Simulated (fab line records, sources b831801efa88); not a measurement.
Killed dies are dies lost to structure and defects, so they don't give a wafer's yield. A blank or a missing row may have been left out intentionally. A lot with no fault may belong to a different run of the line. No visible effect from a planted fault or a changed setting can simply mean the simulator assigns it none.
fab line records ; flow sky130 ; part 1 of 2: steps 1 to 27 of 37
[record] lots = 5; wafers = 15; lastDay = 50
route steps=708 shown SONOS_ONO@169 GATE_OXIDE@187 POLY_GATE@204
lots that met no fault: taken from a fault-free run of the same line
startH: hours from the record's first day to the start of the lot's first wafer shown ; waitH: hours elapsed since this lot's preceding step ; " same as the row above ; L1.1+2: a single row standing in for several wafers ; - value missing, or start not given ; * or withheld: withheld ; < > ~ a bound
route shown NAME@n: NAME is a module with steps in the file, n the number in the route of the first one ; usual: mean and standard deviation over wafers with no fault ; same: alike in all rows ; chamber/n: place in a boat ; sites: readings site by site ; _std_site: standard deviation of those values ; _edge_site: mean of outer sites minus mean of inner sites ; radiusMm: how far each site lies from the wafer's centre ; mask NAME#n: copy n ; behind: tool/chamber where the wafer was last shaped ; hold: why the lot was held/for how many hours/how that ended ; device: which transistor (n, p or np) failed to switch ; end of line: tests of these same wafers at the route's end ; for a step that has no rows: nothing shown but its recipe ; killed: not the wafer's yield, but the dies lost to structure and defects at the first sort ; map: the dies of a wafer, with x for killed, . for not killed, _ for no die there
set.NAME: the setting that was run; set.NAME@STEP: the one run at that earlier step ; model.NAME: the simulator's own value behind a step, which no gauge read
certain route steps with their lots: each step a table, each wafer a row
services: when a tool's chamber went out of use (startH, in hours from the record's first day, below 0 if earlier), for how many hours, and the reason
[[steps]]
[step SKY_SONOS_ONO_THK_MEAS_01]
[recipe] reads = SiO2_of_SONOS_ONO_OXIDATION_00
[usual] SONOS_ONO_OXIDATION_THK = 2.60/0.049
lot.wafer;tool;chamber;startH;waitH;SONOS_ONO_OXIDATION_THK[nm]
L080.3;filmMetro-03;-;294.80;0.0;2.56
L080.4;filmMetro-03;-;294.80;0.0;2.58
L080.6;filmMetro-03;-;294.80;0.0;2.51
L083.1;filmMetro-03;-;322.56;0.0;2.62
L083.2;filmMetro-03;-;322.56;0.0;2.64
L083.4;filmMetro-03;-;322.56;0.0;2.63
L090.1;filmMetro-03;-;376.74;0.0;2.47
L090.3;filmMetro-03;-;376.74;0.0;2.55
L090.6;filmMetro-03;-;376.74;0.0;2.64
L094.1;filmMetro-03;-;414.68;0.0;2.50
L094.2;filmMetro-03;-;414.68;0.0;2.65
L094.4;filmMetro-03;-;414.68;0.0;2.52
L095.2;filmMetro-04;-;422.62;0.0;2.57
L095.4;filmMetro-04;-;422.62;0.0;2.64
L095.5;filmMetro-04;-;422.62;0.0;2.56
[step SKY_SONOS_ONO_CVD_02]
[recipe] material = Si3N4; precursor = DCS/NH3; targetThkNm = 10.5; tempC = 770; timeS = 180; pressureMtorr = 250
[usual] pressureMtorr = 250.0/0.47
lot.wafer;tool;chamber;startH;waitH;pressureMtorr
L080.3;lpcvd-02;1;296.12;1.3;250.1
L080.4;lpcvd-02;1;296.12;1.3;250.7
L080.6;lpcvd-02;1;296.12;1.3;249.6
L083.1;lpcvd-02;1;322.62;0.1;249.6
L083.2;lpcvd-02;1;322.62;0.1;250.3
L083.4;lpcvd-02;1;322.62;0.1;250.3
L090.1;lpcvd-02;1;377.19;0.4;250.4
L090.3;lpcvd-02;1;377.19;0.4;249.9
L090.6;lpcvd-02;1;377.19;0.4;250.1
L094.1;lpcvd-02;0;414.74;0.1;250.2
L094.2;lpcvd-02;0;414.74;0.1;250.6
L094.4;lpcvd-02;0;414.74;0.1;250.5
L095.2;lpcvd-02;0;424.71;2.1;250.1
L095.4;lpcvd-02;0;424.71;2.1;250.2
L095.5;lpcvd-02;0;424.71;2.1;249.9
[step SKY_SONOS_ONO_THK_MEAS_03]
[recipe] reads = Si3N4_of_SONOS_ONO_CVD_02
[usual] SONOS_ONO_CVD_02_THK = 10.52/0.15
lot.wafer;tool;chamber;startH;waitH;SONOS_ONO_CVD_02_THK[nm]
L080.3;filmMetro-03;-;297.19;0.0;10.37
L080.4;filmMetro-03;-;297.19;0.0;10.41
L080.6;filmMetro-03;-;297.19;0.0;10.50
L083.1;filmMetro-02;-;323.67;0.0;10.75
L083.2;filmMetro-02;-;323.67;0.0;10.75
L083.4;filmMetro-02;-;323.67;0.0;10.73
L090.1;filmMetro-03;-;378.24;0.0;10.45
L090.3;filmMetro-03;-;378.24;0.0;10.60
L090.6;filmMetro-03;-;378.24;0.0;10.48
L094.1;filmMetro-04;-;415.79;0.0;10.65
L094.2;filmMetro-04;-;415.79;0.0;10.56
L094.4;filmMetro-04;-;415.79;0.0;10.52
L095.2;filmMetro-02;-;425.77;0.0;10.39
L095.4;filmMetro-02;-;425.77;0.0;10.47
L095.5;filmMetro-02;-;425.77;0.0;10.54
[step SKY_SONOS_ONO_CVD_04]
[recipe] material = SiO2; precursor = SiH4/N2O; targetThkNm = 5.7199; tempC = 900; pressureMtorr = 400
[usual] pressureMtorr = 400.0/0.77
lot.wafer;tool;chamber;startH;waitH;pressureMtorr
L080.3;lpcvd-03;0;297.23;0.0;400.7
L080.4;lpcvd-03;0;297.23;0.0;401.2
L080.6;lpcvd-03;0;297.23;0.0;399.1
L083.1;lpcvd-03;0;323.73;0.1;400.4
L083.2;lpcvd-03;0;323.73;0.1;400.2
L083.4;lpcvd-03;0;323.73;0.1;400.1
L090.1;lpcvd-03;0;378.30;0.1;400.3
L090.3;lpcvd-03;0;378.30;0.1;399.3
L090.6;lpcvd-03;0;378.30;0.1;400.9
L094.1;lpcvd-03;1;415.85;0.1;400.5
L094.2;lpcvd-03;1;415.85;0.1;400.9
L094.4;lpcvd-03;1;415.85;0.1;400.2
L095.2;lpcvd-03;1;425.82;0.0;400.0
L095.4;lpcvd-03;1;425.82;0.0;399.4
L095.5;lpcvd-03;1;425.82;0.0;400.3
[step SKY_SONOS_ONO_THK_MEAS_05]
[recipe] reads = SiO2_of_SONOS_ONO_CVD_04
[usual] SONOS_ONO_CVD_04_THK = 5.67/0.095
lot.wafer;tool;chamber;startH;waitH;SONOS_ONO_CVD_04_THK[nm]
L080.3;filmMetro-03;-;298.50;0.0;5.69
L080.4;filmMetro-03;-;298.50;0.0;5.60
L080.6;filmMetro-03;-;298.50;0.0;5.61
L083.1;filmMetro-03;-;324.98;0.0;5.59
L083.2;filmMetro-03;-;324.98;0.0;5.72
L083.4;filmMetro-03;-;324.98;0.0;5.77
L090.1;filmMetro-04;-;379.55;0.0;5.67
L090.3;filmMetro-04;-;379.55;0.0;5.57
L090.6;filmMetro-04;-;379.55;0.0;5.62
L094.1;filmMetro-02;-;417.10;0.0;5.59
L094.2;filmMetro-02;-;417.10;0.0;5.66
L094.4;filmMetro-02;-;417.10;0.0;5.60
L095.2;filmMetro-02;-;427.08;0.0;5.68
L095.4;filmMetro-02;-;427.08;0.0;5.81
L095.5;filmMetro-02;-;427.08;0.0;5.74
[step SKY_SONOS_ONO_DEHYDRATE_06]
[recipe] tempC = 200; timeS = 60
[usual] chillPlateTempC = 23.01/0.11
lot.wafer;tool;chamber;startH;waitH;chillPlateTempC
L080.3;lithoTrack-01;0;311.04;12.5;23.02
L080.4;lithoTrack-01;0;311.04;12.5;23.30
L080.6;lithoTrack-01;0;311.04;12.5;23.20
L083.1;lithoTrack-01;0;337.54;12.5;22.99
L083.2;lithoTrack-01;0;337.54;12.5;22.87
L083.4;lithoTrack-01;0;337.54;12.5;22.95
L090.1;lithoTrack-01;0;393.39;13.8;22.94
L090.3;lithoTrack-01;0;393.39;13.8;23.06
L090.6;lithoTrack-01;0;393.39;13.8;22.82
L094.1;lithoTrack-03;0;431.45;14.3;22.88
L094.2;lithoTrack-03;0;431.45;14.3;23.02
L094.4;lithoTrack-03;0;431.45;14.3;22.80
L095.2;lithoTrack-02;0;441.37;14.3;23.07
L095.4;lithoTrack-02;0;441.37;14.3;23.03
L095.5;lithoTrack-02;0;441.37;14.3;22.90
[step SKY_SONOS_ONO_HMDS_07]
[recipe] primeTimeS = 60; primeTempC = 120
[usual] chillPlateTempC = 22.98/0.082
lot.wafer;tool;chamber;startH;waitH;chillPlateTempC
L080.3;lithoTrack-01;0;311.19;0.1;22.96
L080.4;lithoTrack-01;0;311.19;0.1;22.91
L080.6;lithoTrack-01;0;311.19;0.1;22.98
L083.1;lithoTrack-01;0;337.69;0.1;23.02
L083.2;lithoTrack-01;0;337.69;0.1;22.93
L083.4;lithoTrack-01;0;337.69;0.1;23.00
L090.1;lithoTrack-01;0;393.54;0.1;22.84
L090.3;lithoTrack-01;0;393.54;0.1;23.04
L090.6;lithoTrack-01;0;393.54;0.1;22.99
L094.1;lithoTrack-03;0;431.60;0.1;23.00
L094.2;lithoTrack-03;0;431.60;0.1;22.88
L094.4;lithoTrack-03;0;431.60;0.1;22.92
L095.2;lithoTrack-02;0;441.52;0.1;22.91
L095.4;lithoTrack-02;0;441.52;0.1;22.79
L095.5;lithoTrack-02;0;441.52;0.1;22.80
[step SKY_SONOS_ONO_COAT_08]
[recipe] resist = NOVOLAK; spinRpm = 3000; resistThkNm = 1140
[usual] chillPlateTempC = 22.99/0.11; dispensePressureKPa = 46/4.1
lot.wafer;tool;chamber;startH;waitH;chillPlateTempC;dispensePressureKPa
L080.3;lithoTrack-01;0;311.34;0.1;22.94;42
L080.4;lithoTrack-01;0;311.34;0.1;23.15;42
L080.6;lithoTrack-01;0;311.34;0.1;23.04;42
L083.1;lithoTrack-01;0;337.84;0.1;23.08;42
L083.2;lithoTrack-01;0;337.84;0.1;23.07;42
L083.4;lithoTrack-01;0;337.84;0.1;23.22;42
L090.1;lithoTrack-01;0;393.69;0.1;22.97;42
L090.3;lithoTrack-01;0;393.69;0.1;23.06;42
L090.6;lithoTrack-01;0;393.69;0.1;22.86;42
L094.1;lithoTrack-03;0;431.75;0.1;23.04;49
L094.2;lithoTrack-03;0;431.75;0.1;22.95;49
L094.4;lithoTrack-03;0;431.75;0.1;22.80;50
L095.2;lithoTrack-02;0;441.67;0.1;22.98;51
L095.4;lithoTrack-02;0;441.67;0.1;22.91;51
L095.5;lithoTrack-02;0;441.67;0.1;22.82;51
[step SKY_SONOS_ONO_SOFTBAKE_09]
[recipe] tempC = 90; timeS = 60; resist = NOVOLAK
[usual] chillPlateTempC = 23.01/0.099
lot.wafer;tool;chamber;startH;waitH;chillPlateTempC
L080.3;lithoTrack-01;0;311.49;0.1;23.18
L080.4;lithoTrack-01;0;311.49;0.1;22.96
L080.6;lithoTrack-01;0;311.49;0.1;23.00
L083.1;lithoTrack-01;0;337.99;0.1;23.07
L083.2;lithoTrack-01;0;337.99;0.1;23.04
L083.4;lithoTrack-01;0;337.99;0.1;22.98
L090.1;lithoTrack-01;0;393.84;0.1;23.02
L090.3;lithoTrack-01;0;393.84;0.1;23.04
L090.6;lithoTrack-01;0;393.84;0.1;22.95
L094.1;lithoTrack-03;0;431.90;0.1;23.15
L094.2;lithoTrack-03;0;431.90;0.1;23.04
L094.4;lithoTrack-03;0;431.90;0.1;22.91
L095.2;lithoTrack-02;0;441.82;0.1;22.98
L095.4;lithoTrack-02;0;441.82;0.1;23.14
L095.5;lithoTrack-02;0;441.82;0.1;23.19
[step SKY_SONOS_ONO_EXPOSE_10]
[recipe] maskId = ONOM; targetCdNm = 410; na = 0.6; sourceShape = conventional; sigmaOuter = 0.6; doseMj = 150
[same] na = 0.6
lot.wafer;tool;chamber;startH;waitH;mask
L080.3+4+6;ilineStepper-01;0;-;-;ONOM#0
L083.1+2+4;ilineStepper-01;0;-;-;ONOM#0
L090.1+3+6;ilineStepper-01;0;-;-;ONOM#0
L094.1+2+4;ilineStepper-02;0;-;-;ONOM#0
L095.2+4+5;ilineStepper-02;0;-;-;ONOM#0
[step SKY_SONOS_ONO_PEB_11]
[recipe] tempC = withheld; timeS = *; resist = NOVOLAK
[usual] chillPlateTempC = *
lot.wafer;tool;chamber;startH;waitH;chillPlateTempC
L080.3;lithoTrack-03;0;-;-;*
L080.4;lithoTrack-03;0;-;-;*
L080.6;lithoTrack-03;0;-;-;*
L083.1;lithoTrack-01;0;-;-;*
L083.2;lithoTrack-01;0;-;-;*
L083.4;lithoTrack-01;0;-;-;*
L090.1;lithoTrack-01;0;-;-;*
L090.3;lithoTrack-01;0;-;-;*
L090.6;lithoTrack-01;0;-;-;*
L094.1;lithoTrack-03;0;-;-;*
L094.2;lithoTrack-03;0;-;-;*
L094.4;lithoTrack-03;0;-;-;*
L095.2;lithoTrack-02;0;-;-;*
L095.4;lithoTrack-02;0;-;-;*
L095.5;lithoTrack-02;0;-;-;*
[step SKY_SONOS_ONO_DEVELOP_12]
[recipe] developTimeS = 60; devTempC = 23
[usual] chillPlateTempC = 23.01/0.1
lot.wafer;tool;chamber;startH;waitH;chillPlateTempC
L080.3;lithoTrack-03;0;324.50;0.1;23.03
L080.4;lithoTrack-03;0;324.50;0.1;23.09
L080.6;lithoTrack-03;0;324.50;0.1;22.92
L083.1;lithoTrack-01;0;350.54;0.1;23.15
L083.2;lithoTrack-01;0;350.54;0.1;23.19
L083.4;lithoTrack-01;0;350.54;0.1;22.92
L090.1;lithoTrack-01;0;408.54;0.1;22.99
L090.3;lithoTrack-01;0;408.54;0.1;22.86
L090.6;lithoTrack-01;0;408.54;0.1;22.92
L094.1;lithoTrack-03;0;447.75;0.1;22.89
L094.2;lithoTrack-03;0;447.75;0.1;23.05
L094.4;lithoTrack-03;0;447.75;0.1;23.02
L095.2;lithoTrack-02;0;456.97;0.1;23.15
L095.4;lithoTrack-02;0;456.97;0.1;23.12
L095.5;lithoTrack-02;0;456.97;0.1;23.07
[step SKY_SONOS_ONO_CD_MEAS_13]
[recipe] targetCdNm = 410
[usual] cdNm = 409.5/2.2
lot.wafer;tool;chamber;startH;waitH;cdNm
L080.3;cdSem-02;-;324.64;0.1;408.7
L080.4;cdSem-02;-;324.64;0.1;407.4
L080.6;cdSem-02;-;324.64;0.1;407.3
L083.1;cdSem-01;-;350.69;0.1;408.1
L083.2;cdSem-01;-;350.69;0.1;410.4
L083.4;cdSem-01;-;350.69;0.1;409.1
L090.1;cdSem-02;-;408.69;0.1;409.7
L090.3;cdSem-02;-;408.69;0.1;411.3
L090.6;cdSem-02;-;408.69;0.1;408.9
L094.1;cdSem-02;-;447.90;0.1;409.0
L094.2;cdSem-02;-;447.90;0.1;409.9
L094.4;cdSem-02;-;447.90;0.1;409.7
L095.2;cdSem-02;-;457.12;0.1;409.1
L095.4;cdSem-02;-;457.12;0.1;409.7
L095.5;cdSem-02;-;457.12;0.1;409.0
[step SKY_SONOS_ONO_OVL_MEAS_14]
[usual] SONOS_ONO_OVL = 0.4/1.6
lot.wafer;tool;chamber;startH;waitH;SONOS_ONO_OVL[nm]
L080.3;overlay-01;-;324.73;0.1;2.0
L080.4;overlay-01;-;324.73;0.1;2.2
L080.6;overlay-01;-;324.73;0.1;2.5
L083.1;overlay-02;-;350.81;0.1;1.1
L083.2;overlay-02;-;350.81;0.1;1.9
L083.4;overlay-02;-;350.81;0.1;-0.7
L090.1;overlay-01;-;408.81;0.1;0.1
L090.3;overlay-01;-;408.81;0.1;0.8
L090.6;overlay-01;-;408.81;0.1;-1.1
L094.1;overlay-02;-;448.02;0.1;-0.1
L094.2;overlay-02;-;448.02;0.1;-1.2
L094.4;overlay-02;-;448.02;0.1;0.8
L095.2;overlay-02;-;457.22;0.1;-3.0
L095.4;overlay-02;-;457.22;0.1;-1.2
L095.5;overlay-02;-;457.22;0.1;-3.3
[step SKY_SONOS_ONO_ETCH_15]
[recipe] targetDepthNm = 19.52; chemistry = CHF3/O2; sourceW = 600; biasW = 200; pressureMtorr = 40; chf3FlowSccm = 50; O2_flow_sccm = 5; timeS = 7.8
[usual] drypumpMotorCurrentA = 5.9/0.61; oesProductAu = 1.000/0.011; throttleValvePct = 8.825/0.009
lot.wafer;tool;chamber;startH;waitH;drypumpMotorCurrentA;oesProductAu;rfHoursCounterH;throttleValvePct
L080.3;rieDiel-04;2;324.75;0.0;6.8;0.990;48;8.830
L080.4;rieDiel-04;0;324.75;0.0;5.8;0.999;76;8.831
L080.6;rieDiel-04;1;324.75;0.0;6.8;1.010;-;8.836
L083.1;rieDiel-03;1;350.84;0.0;5.2;1.006;1;8.822
L083.2;rieDiel-03;3;350.84;0.0;6.7;0.990;4;8.842
L083.4;rieDiel-03;2;350.84;0.0;5.2;0.992;3;8.820
L090.1;rieDiel-04;0;408.84;0.0;5.8;1.016;78;8.836
L090.3;rieDiel-04;1;408.84;0.0;6.7;1.029;107;8.821
L090.6;rieDiel-04;0;408.84;0.0;5.8;1.021;-;8.835
L094.1;rieDiel-02;0;448.05;0.0;5.0;1.002;0;8.815
L094.2;rieDiel-02;1;448.05;0.0;6.0;0.999;9;8.834
L094.4;rieDiel-02;0;448.05;0.0;5.0;0.997;-;8.826
L095.2;rieDiel-03;0;457.25;0.0;5.9;1.015;83;8.834
L095.4;rieDiel-03;2;457.25;0.0;5.3;0.995;5;8.818
L095.5;rieDiel-03;3;457.25;0.0;6.7;0.985;-;8.819
[step SKY_SONOS_ONO_WET_ETCH_16]
[recipe] chemistry = dHF; targetDepthNm = 14; dry = n2Spin; target = SiO2; dilution = 100:1; tempC = 25; timeS = 280
lot.wafer;tool;chamber;startH;waitH
L080.3+4+6;wetBench-04;2;324.77;0.0
L083.1+2+4;wetBench-01;1;350.87;0.0
L090.1+3+6;wetBench-03;0;408.87;0.0
L094.1+2+4;wetBench-03;2;448.07;0.0
L095.2+4+5;wetBench-01;3;457.27;0.0
[step SKY_SONOS_ONO_STRIP_17]
[recipe] chemistry = O2/N2; powerW = 1400; pressureMtorr = 1500; platenTempC = withheld; o2FlowSccm = 3000; n2FlowSccm = 300; overashFraction = 0.5
[usual] drypumpMotorCurrentA = 5.9/0.59; oesProductAu = 0.711/0.0047; stripTimeToEndpointS = 14.11/0.044
lot.wafer;tool;chamber;startH;waitH;drypumpMotorCurrentA;oesProductAu;rfHoursCounterH;stripTimeToEndpointS
L080.3;plasmaAsher-01;0;324.90;0.0;4.9;0.718;-;14.08
L080.4;plasmaAsher-01;1;324.90;0.0;6.3;0.708;-;14.12
L080.6;plasmaAsher-01;0;324.90;0.0;4.9;0.710;-;14.10
L083.1;plasmaAsher-01;1;350.95;0.0;6.2;0.715;68;14.08
L083.2;plasmaAsher-01;0;350.95;0.0;4.9;0.712;68;14.10
L083.4;plasmaAsher-01;1;350.95;0.0;6.3;0.710;-;14.08
L090.1;plasmaAsher-04;0;408.95;0.0;6.6;0.720;58;14.15
L090.3;plasmaAsher-04;0;408.95;0.0;6.6;0.711;-;14.13
L090.6;plasmaAsher-04;0;408.95;0.0;6.6;0.715;-;14.17
L094.1;plasmaAsher-01;0;448.16;0.0;4.9;0.710;2;14.01
L094.2;plasmaAsher-01;1;448.16;0.0;6.2;0.712;2;14.06
L094.4;plasmaAsher-01;1;448.16;0.0;6.3;0.710;-;14.01
L095.2;plasmaAsher-01;1;457.36;0.0;6.3;0.716;3;14.06
L095.4;plasmaAsher-01;1;457.36;0.0;6.3;0.709;-;14.09
L095.5;plasmaAsher-01;1;457.36;0.0;6.3;0.700;-;14.10
[step SKY_SONOS_ONO_WET_ETCH_18]
[recipe] chemistry = H3PO4; targetDepthNm = 15; target = Si3N4; tempC = 160; timeS = 172
lot.wafer;tool;chamber;startH;waitH
L080.3+4+6;wetBench-01;1;324.97;0.0
L083.1+2+4;wetBench-03;2;351.05;0.1
L090.1+3+6;wetBench-03;1;409.05;0.1
L094.1+2+4;wetBench-01;0;448.26;0.1
L095.2+4+5;wetBench-03;1;457.46;0.1
[step SKY_GATE_OXIDE_CLEAN_00]
[recipe] chemistry = SC1/SC2; mix = 1:4:20; tempC = 70; timeS = 150; dry = n2Spin
lot.wafer;tool;chamber;startH;waitH
L080.3+4+6;wetBench-03;0;325.03;0.0
L083.1+2+4;wetBench-01;0;351.11;0.0
L090.1+3+6;wetBench-01;0;409.11;0.0
L094.1+2+4;wetBench-03;1;448.31;0.0
L095.2+4+5;wetBench-04;2;457.52;0.0
[step SKY_GATE_OXIDE_OXIDATION_01]
[recipe] tempC = 900; ambient = O2; stabiliseS = 600; purgeS = 300; targetThkA = 102.68; oxTimeS = 1473
lot.wafer;tool;chamber;startH;waitH
L080.3+4+6;furnace-02;0;333.77;8.7
L083.1+2+4;furnace-01;0;354.41;3.2
L090.1+3+6;furnace-01;0;409.17;0.0
L094.1+2+4;furnace-01;0;448.50;0.1
L095.2+4+5;furnace-02;0;458.53;1.0
[step SKY_GATE_OXIDE_THK_MEAS_02]
[recipe] reads = SiO2_of_GATE_OXIDE_OXIDATION_01
[usual] GATE_OXIDE_OXIDATION_00_THK = 10.28/0.15
lot.wafer;tool;chamber;startH;waitH;GATE_OXIDE_OXIDATION_00_THK[nm]
L080.3;filmMetro-01;-;335.20;0.0;10.25
L080.4;filmMetro-01;-;335.20;0.0;10.15
L080.6;filmMetro-01;-;335.20;0.0;10.21
L083.1;filmMetro-03;-;355.82;0.0;10.25
L083.2;filmMetro-03;-;355.82;0.0;10.12
L083.4;filmMetro-03;-;355.82;0.0;10.15
L090.1;filmMetro-02;-;410.58;0.0;10.42
L090.3;filmMetro-02;-;410.58;0.0;10.38
L090.6;filmMetro-02;-;410.58;0.0;10.44
L094.1;filmMetro-01;-;449.91;0.0;10.27
L094.2;filmMetro-01;-;449.91;0.0;10.38
L094.4;filmMetro-01;-;449.91;0.0;9.96
L095.2;filmMetro-01;-;459.95;0.0;10.20
L095.4;filmMetro-01;-;459.95;0.0;10.46
L095.5;filmMetro-01;-;459.95;0.0;10.43
[step SKY_GATE_OXIDE_DEHYDRATE_03]
[recipe] tempC = 200; timeS = 60
[usual] chillPlateTempC = 22.99/0.1
lot.wafer;tool;chamber;startH;waitH;chillPlateTempC
L080.3;lithoTrack-03;0;347.15;11.9;22.89
L080.4;lithoTrack-03;0;347.15;11.9;22.91
L080.6;lithoTrack-03;0;347.15;11.9;22.86
L083.1;lithoTrack-04;0;368.87;13.0;22.84
L083.2;lithoTrack-04;0;368.87;13.0;22.95
L083.4;lithoTrack-04;0;368.87;13.0;22.92
L090.1;lithoTrack-03;0;424.75;14.2;22.90
L090.3;lithoTrack-03;0;424.75;14.2;22.89
L090.6;lithoTrack-03;0;424.75;14.2;22.82
L094.1;lithoTrack-04;0;463.87;13.9;23.10
L094.2;lithoTrack-04;0;463.87;13.9;22.97
L094.4;lithoTrack-04;0;463.87;13.9;22.97
L095.2;lithoTrack-01;0;474.51;14.5;23.00
L095.4;lithoTrack-01;0;474.51;14.5;22.91
L095.5;lithoTrack-01;0;474.51;14.5;22.92
[step SKY_GATE_OXIDE_HMDS_04]
[recipe] primeTimeS = 60; primeTempC = 120
[usual] chillPlateTempC = 23.04/0.1
lot.wafer;tool;chamber;startH;waitH;chillPlateTempC
L080.3;lithoTrack-03;0;347.30;0.1;23.06
L080.4;lithoTrack-03;0;347.30;0.1;22.92
L080.6;lithoTrack-03;0;347.30;0.1;22.93
L083.1;lithoTrack-04;0;369.02;0.1;23.25
L083.2;lithoTrack-04;0;369.02;0.1;23.06
L083.4;lithoTrack-04;0;369.02;0.1;23.10
L090.1;lithoTrack-03;0;424.90;0.1;22.83
L090.3;lithoTrack-03;0;424.90;0.1;22.99
L090.6;lithoTrack-03;0;424.90;0.1;22.94
L094.1;lithoTrack-04;0;464.02;0.1;23.01
L094.2;lithoTrack-04;0;464.02;0.1;23.05
L094.4;lithoTrack-04;0;464.02;0.1;23.01
L095.2;lithoTrack-01;0;474.66;0.1;23.00
L095.4;lithoTrack-01;0;474.66;0.1;23.09
L095.5;lithoTrack-01;0;474.66;0.1;23.10
[step SKY_GATE_OXIDE_COAT_05]
[recipe] resist = NOVOLAK; spinRpm = 3000; resistThkNm = 1140
[usual] chillPlateTempC = 22.99/0.11; dispensePressureKPa = 47/4.7
lot.wafer;tool;chamber;startH;waitH;chillPlateTempC;dispensePressureKPa
L080.3;lithoTrack-03;0;347.45;0.1;22.85;49
L080.4;lithoTrack-03;0;347.45;0.1;23.08;49
L080.6;lithoTrack-03;0;347.45;0.1;23.00;49
L083.1;lithoTrack-04;0;369.17;0.1;23.01;52
L083.2;lithoTrack-04;0;369.17;0.1;23.02;52
L083.4;lithoTrack-04;0;369.17;0.1;22.97;52
L090.1;lithoTrack-03;0;425.05;0.1;22.93;49
L090.3;lithoTrack-03;0;425.05;0.1;23.05;49
L090.6;lithoTrack-03;0;425.05;0.1;23.10;49
L094.1;lithoTrack-04;0;464.17;0.1;23.11;52
L094.2;lithoTrack-04;0;464.17;0.1;23.11;52
L094.4;lithoTrack-04;0;464.17;0.1;23.09;52
L095.2;lithoTrack-01;0;474.81;0.1;23.14;42
L095.4;lithoTrack-01;0;474.81;0.1;23.09;42
L095.5;lithoTrack-01;0;474.81;0.1;23.22;42
[step SKY_GATE_OXIDE_SOFTBAKE_06]
[recipe] tempC = 90; timeS = 60; resist = NOVOLAK
[usual] chillPlateTempC = 23.01/0.11
lot.wafer;tool;chamber;startH;waitH;chillPlateTempC
L080.3;lithoTrack-03;0;347.60;0.1;22.93
L080.4;lithoTrack-03;0;347.60;0.1;22.91
L080.6;lithoTrack-03;0;347.60;0.1;23.04
L083.1;lithoTrack-04;0;369.32;0.1;22.95
L083.2;lithoTrack-04;0;369.32;0.1;22.79
L083.4;lithoTrack-04;0;369.32;0.1;22.85
L090.1;lithoTrack-03;0;425.20;0.1;23.03
L090.3;lithoTrack-03;0;425.20;0.1;23.02
L090.6;lithoTrack-03;0;425.20;0.1;22.90
L094.1;lithoTrack-04;0;464.32;0.1;23.11
L094.2;lithoTrack-04;0;464.32;0.1;22.92
L094.4;lithoTrack-04;0;464.32;0.1;22.91
L095.2;lithoTrack-01;0;474.96;0.1;23.00
L095.4;lithoTrack-01;0;474.96;0.1;23.08
L095.5;lithoTrack-01;0;474.96;0.1;23.12
[step SKY_GATE_OXIDE_EXPOSE_07]
[recipe] maskId = LVOM; na = 0.6; sourceShape = conventional; sigmaOuter = 0.6; polarization = unpolarized; targetCdNm = 600; doseMj = 170
[same] na = 0.6
lot.wafer;tool;chamber;startH;waitH;mask
L080.3+4+6;ilineStepper-01;0;-;-;LVOM#0
L083.1+2+4;ilineStepper-02;0;-;-;LVOM#0
L090.1+3+6;ilineStepper-02;0;-;-;LVOM#0
L094.1+2+4;ilineStepper-01;0;-;-;LVOM#0
L095.2+4+5;ilineStepper-02;0;-;-;LVOM#0
[step SKY_GATE_OXIDE_PEB_08]
[recipe] tempC = withheld; timeS = *; resist = NOVOLAK
[usual] chillPlateTempC = *
lot.wafer;tool;chamber;startH;waitH;chillPlateTempC
L080.3;lithoTrack-03;0;-;-;*
L080.4;lithoTrack-03;0;-;-;*
L080.6;lithoTrack-03;0;-;-;*
L083.1;lithoTrack-03;0;-;-;*
L083.2;lithoTrack-03;0;-;-;*
L083.4;lithoTrack-03;0;-;-;*
L090.1;lithoTrack-03;0;-;-;*
L090.3;lithoTrack-03;0;-;-;*
L090.6;lithoTrack-03;0;-;-;*
L094.1;lithoTrack-03;0;-;-;*
L094.2;lithoTrack-03;0;-;-;*
L094.4;lithoTrack-03;0;-;-;*
L095.2;lithoTrack-03;0;-;-;*
L095.4;lithoTrack-03;0;-;-;*
L095.5;lithoTrack-03;0;-;-;*
